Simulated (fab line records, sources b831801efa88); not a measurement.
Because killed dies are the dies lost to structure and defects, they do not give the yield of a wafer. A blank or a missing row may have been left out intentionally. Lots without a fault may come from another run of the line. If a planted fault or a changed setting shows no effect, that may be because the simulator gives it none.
Which tool was responsible? / flow sfq line / Sampling: 15 lots, 43 wafers, 3 of 325 route steps

## WHAT THE GAUGES SHOWED, per wafer
The record lacks any reading of a measuring or inspecting step that a usual standard deviation could be used to judge.

## WHAT TOOL EACH LOT RAN ON (gives the tool, then ch and the chambers of the sampled wafers, and finally the start)
lot=L245; SFQ_TRILAYER_I3_CMP_CMP_082=cmp-01 ch 0,1,3, day 44 01:24; SFQ_TRILAYER_I3_METRO_MEASURE_083=film metro-02, day 44 03:31; SFQ_TRILAYER_I3_VIA_ETCH_VIA_ETCH_088=rie diel-03 ch 0,1, day 44 07:07
lot=L246; SFQ_TRILAYER_I3_CMP_CMP_082=cmp-01 ch 1,2,3, day 44 06:24; SFQ_TRILAYER_I3_METRO_MEASURE_083=film metro-01, day 44 09:43; SFQ_TRILAYER_I3_VIA_ETCH_VIA_ETCH_088=rie diel-04 ch 1,2,3, day 44 15:31
lot=L248; SFQ_TRILAYER_I3_CMP_CMP_082=cmp-01 ch 0,1,2, day 44 12:24; SFQ_TRILAYER_I3_METRO_MEASURE_083=film metro-01, day 44 15:55; SFQ_TRILAYER_I3_VIA_ETCH_VIA_ETCH_088=rie diel-02 ch 0,2, day 44 20:29
lot=L249; SFQ_TRILAYER_I3_CMP_CMP_082=cmp-01 ch 0,2,3, day 44 15:24; SFQ_TRILAYER_I3_METRO_MEASURE_083=film metro-04, day 44 18:45; SFQ_TRILAYER_I3_VIA_ETCH_VIA_ETCH_088=rie diel-03 ch 1,2, day 44 22:52
lot=L250; SFQ_TRILAYER_I3_CMP_CMP_082=cmp-01 ch 1,2,3, day 45 17:21; SFQ_TRILAYER_I3_METRO_MEASURE_083=film metro-01, day 45 19:58; SFQ_TRILAYER_I3_VIA_ETCH_VIA_ETCH_088=rie diel-02 ch 2,3, day 51 04:04
lot=L252; SFQ_TRILAYER_I3_CMP_CMP_082=cmp-02 ch 0,2,3, day 51 01:29; SFQ_TRILAYER_I3_METRO_MEASURE_083=film metro-04, day 51 04:37; SFQ_TRILAYER_I3_VIA_ETCH_VIA_ETCH_088=rie diel-04 ch 0,1,2, day 55 21:37
lot=L253; SFQ_TRILAYER_I3_CMP_CMP_082=cmp-02 ch 0,1,2, day 51 10:29; SFQ_TRILAYER_I3_METRO_MEASURE_083=film metro-02, day 51 13:37; SFQ_TRILAYER_I3_VIA_ETCH_VIA_ETCH_088=rie diel-04 ch 0,1,2, day 56 07:13
lot=L254; SFQ_TRILAYER_I3_CMP_CMP_082=cmp-02 ch 0,1,2, day 51 16:29; SFQ_TRILAYER_I3_METRO_MEASURE_083=film metro-04, day 51 20:01; SFQ_TRILAYER_I3_VIA_ETCH_VIA_ETCH_088=rie diel-02 ch 1,2, day 56 08:25
lot=L255; SFQ_TRILAYER_I3_CMP_CMP_082=cmp-01 ch 1,3, day 52 00:18; SFQ_TRILAYER_I3_METRO_MEASURE_083=film metro-01, day 52 03:19; SFQ_TRILAYER_I3_VIA_ETCH_VIA_ETCH_088=rie diel-03 ch 0,3, day 56 16:49
lot=L256; SFQ_TRILAYER_I3_CMP_CMP_082=cmp-02 ch 0,1,2, day 52 01:29; SFQ_TRILAYER_I3_METRO_MEASURE_083=film metro-02, day 52 04:49; SFQ_TRILAYER_I3_VIA_ETCH_VIA_ETCH_088=rie diel-04 ch 0,2, day 56 19:13
lot=L257; SFQ_TRILAYER_I3_CMP_CMP_082=cmp-01 ch 1,2,3, day 52 02:48; SFQ_TRILAYER_I3_METRO_MEASURE_083=film metro-04, day 52 05:55; SFQ_TRILAYER_I3_VIA_ETCH_VIA_ETCH_088=rie diel-03 ch 0,1,2, day 56 20:25
lot=L259; SFQ_TRILAYER_I3_CMP_CMP_082=cmp-01 ch 0,2,3, day 52 12:26; SFQ_TRILAYER_I3_METRO_MEASURE_083=film metro-01, day 52 15:03; SFQ_TRILAYER_I3_VIA_ETCH_VIA_ETCH_088=rie diel-02 ch 1,2,3, day 57 02:25
lot=L262; SFQ_TRILAYER_I3_CMP_CMP_082=cmp-01 ch 0,1, day 52 18:26; SFQ_TRILAYER_I3_METRO_MEASURE_083=film metro-01, day 52 21:27; SFQ_TRILAYER_I3_VIA_ETCH_VIA_ETCH_088=rie diel-02 ch 0,2, day 57 07:13
lot=L263; SFQ_TRILAYER_I3_CMP_CMP_082=cmp-01 ch 0,3, day 53 00:26; SFQ_TRILAYER_I3_METRO_MEASURE_083=film metro-04, day 53 03:27; SFQ_TRILAYER_I3_VIA_ETCH_VIA_ETCH_088=rie diel-04 ch 2,3, day 57 10:49
lot=L267; SFQ_TRILAYER_I3_CMP_CMP_082=cmp-02 ch 0,1,2, day 53 07:59; SFQ_TRILAYER_I3_METRO_MEASURE_083=film metro-01, day 53 10:37; SFQ_TRILAYER_I3_VIA_ETCH_VIA_ETCH_088=rie diel-03 ch 0,2,3, day 58 01:20
- SFQ_TRILAYER_I3_CMP_CMP_082: polishes SiO2.
- SFQ_TRILAYER_I3_METRO_MEASURE_083
- SFQ_TRILAYER_I3_VIA_ETCH_VIA_ETCH_088: etches SiO2 in CHF3, stops on Nb, target depth 260 nm.

## AS READ BY THE TOOLS THEMSELVES (means over the sampled wafers that have a number; for cases with no such wafer, the mark the record gives instead)
SFQ_TRILAYER_I3_CMP_CMP_082.
lot=L245; tool=cmp-01; motor current A (A)=10.0; retaining ring pressure frac=1.001; time to endpoint s (s)=213
lot=L246; tool=cmp-01; motor current A (A)=10.1; retaining ring pressure frac=0.998; time to endpoint s (s)=206
lot=L248; tool=cmp-01; motor current A (A)=10.2; retaining ring pressure frac=1.000; time to endpoint s (s)=211
lot=L249; tool=cmp-01; motor current A (A)=10.2; retaining ring pressure frac=1.002; time to endpoint s (s)=201
lot=L250; tool=cmp-01; motor current A (A)=10.5; retaining ring pressure frac=1.001; time to endpoint s (s)=210
lot=L252; tool=cmp-02; motor current A (A)=9.8; retaining ring pressure frac=1.006; time to endpoint s (s)=214
lot=L253; tool=cmp-02; motor current A (A)=10.8; retaining ring pressure frac=0.995; time to endpoint s (s)=210
lot=L254; tool=cmp-02; motor current A (A)=10.8; retaining ring pressure frac=1.003; time to endpoint s (s)=215
lot=L255; tool=cmp-01; motor current A (A)=10.9; retaining ring pressure frac=1.001; time to endpoint s (s)=225
lot=L256; tool=cmp-02; motor current A (A)=10.9; retaining ring pressure frac=1.004; time to endpoint s (s)=209
lot=L257; tool=cmp-01; motor current A (A)=10.0; retaining ring pressure frac=0.998; time to endpoint s (s)=217
lot=L259; tool=cmp-01; motor current A (A)=9.7; retaining ring pressure frac=1.000; time to endpoint s (s)=210
lot=L262; tool=cmp-01; motor current A (A)=10.6; retaining ring pressure frac=0.998; time to endpoint s (s)=204
lot=L263; tool=cmp-01; motor current A (A)=9.6; retaining ring pressure frac=1.002; time to endpoint s (s)=203
lot=L267; tool=cmp-02; motor current A (A)=10.9; retaining ring pressure frac=1.006; time to endpoint s (s)=219

SFQ_TRILAYER_I3_METRO_MEASURE_083.
lot=L245; tool=film metro-02; thk nm (nm)=199.0
lot=L246; tool=film metro-01; thk nm (nm)=199.7
lot=L248; tool=film metro-01; thk nm (nm)=199.5
lot=L249; tool=film metro-04; thk nm (nm)=199.2
lot=L250; tool=film metro-01; thk nm (nm)=199.4
lot=L252; tool=film metro-04; thk nm (nm)=200.2
lot=L253; tool=film metro-02; thk nm (nm)=200.2
lot=L254; tool=film metro-04; thk nm (nm)=199.5
lot=L255; tool=film metro-01; thk nm (nm)=200.0
lot=L256; tool=film metro-02; thk nm (nm)=199.8
lot=L257; tool=film metro-04; thk nm (nm)=200.2
lot=L259; tool=film metro-01; thk nm (nm)=207.4
lot=L262; tool=film metro-01; thk nm (nm)=208.9
lot=L263; tool=film metro-04; thk nm (nm)=210.4
lot=L267; tool=film metro-01; thk nm (nm)=199.6

SFQ_TRILAYER_I3_VIA_ETCH_VIA_ETCH_088.
lot=L245; tool=rie diel-03; drypump motor current A (A)=6.0; oes product au (a.u.)=0.850
lot=L246; tool=rie diel-04; drypump motor current A (A)=5.6; oes product au (a.u.)=0.855
lot=L248; tool=rie diel-02; drypump motor current A (A)=5.3; oes product au (a.u.)=0.853
lot=L249; tool=rie diel-03; drypump motor current A (A)=5.5; oes product au (a.u.)=0.850
lot=L250; tool=rie diel-02; drypump motor current A (A)=5.3; oes product au (a.u.)=0.855
lot=L252; tool=rie diel-04; drypump motor current A (A)=5.4; oes product au (a.u.)=0.857
lot=L253; tool=rie diel-04; drypump motor current A (A)=5.5; oes product au (a.u.)=0.858
lot=L254; tool=rie diel-02; drypump motor current A (A)=5.0; oes product au (a.u.)=0.855
lot=L255; tool=rie diel-03; drypump motor current A (A)=5.3; oes product au (a.u.)=0.857
lot=L256; tool=rie diel-04; drypump motor current A (A)=5.6; oes product au (a.u.)=0.858
lot=L257; tool=rie diel-03; drypump motor current A (A)=5.7; oes product au (a.u.)=0.859
lot=L259; tool=rie diel-02; drypump motor current A (A)=5.3; oes product au (a.u.)=0.869
lot=L262; tool=rie diel-02; drypump motor current A (A)=5.2; oes product au (a.u.)=0.873
lot=L263; tool=rie diel-04; drypump motor current A (A)=5.7; oes product au (a.u.)=0.877
lot=L267; tool=rie diel-03; drypump motor current A (A)=5.7; oes product au (a.u.)=0.852

## THE ANSWER, worked out from the rows above alone
Rule: the usual values come from the lots themselves. Put in order of their means at a reading, lots are off if they are a third of the lots or fewer, leave a main group of 4 or more, and stand apart from it by a gap of 3 or more times the standard deviation of the main group's means; of several such gaps the widest counts. A main group is skipped when, at the precision printed for the reading in the tables above, its means are all equal. A lot without any number at a reading at which 4 lots or more have one is off too. The other lots that the step has rows for count as sound. Order of review: gauges by route order, followed by the tools' own readings, for which a lot's mean as printed above is used. At the first step where some lot is off, the reading lying furthest off is the one used; lots without a number count as furthest.
Off at SFQ_TRILAYER_I3_METRO_MEASURE_083 (thk nm): L259, L262, L263. For the main group the mean is 199.7 nm and the standard deviation 0.38.
A tool fits if, at that step or a process step before it, it ran every lot that is off, and no sound lot after the first of them. One fits: SFQ_TRILAYER_I3_CMP_CMP_082 on cmp-01. A fault onset in the window from L257 (day 52 02:48, its last sound lot) to L259 (day 52 12:26, its first lot off) fits.

## WHAT THE SIMULATOR PUT IN
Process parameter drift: cmp-01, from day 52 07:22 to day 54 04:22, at SFQ_TRILAYER_I3_CMP_CMP_082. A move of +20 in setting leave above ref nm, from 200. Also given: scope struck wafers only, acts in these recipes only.
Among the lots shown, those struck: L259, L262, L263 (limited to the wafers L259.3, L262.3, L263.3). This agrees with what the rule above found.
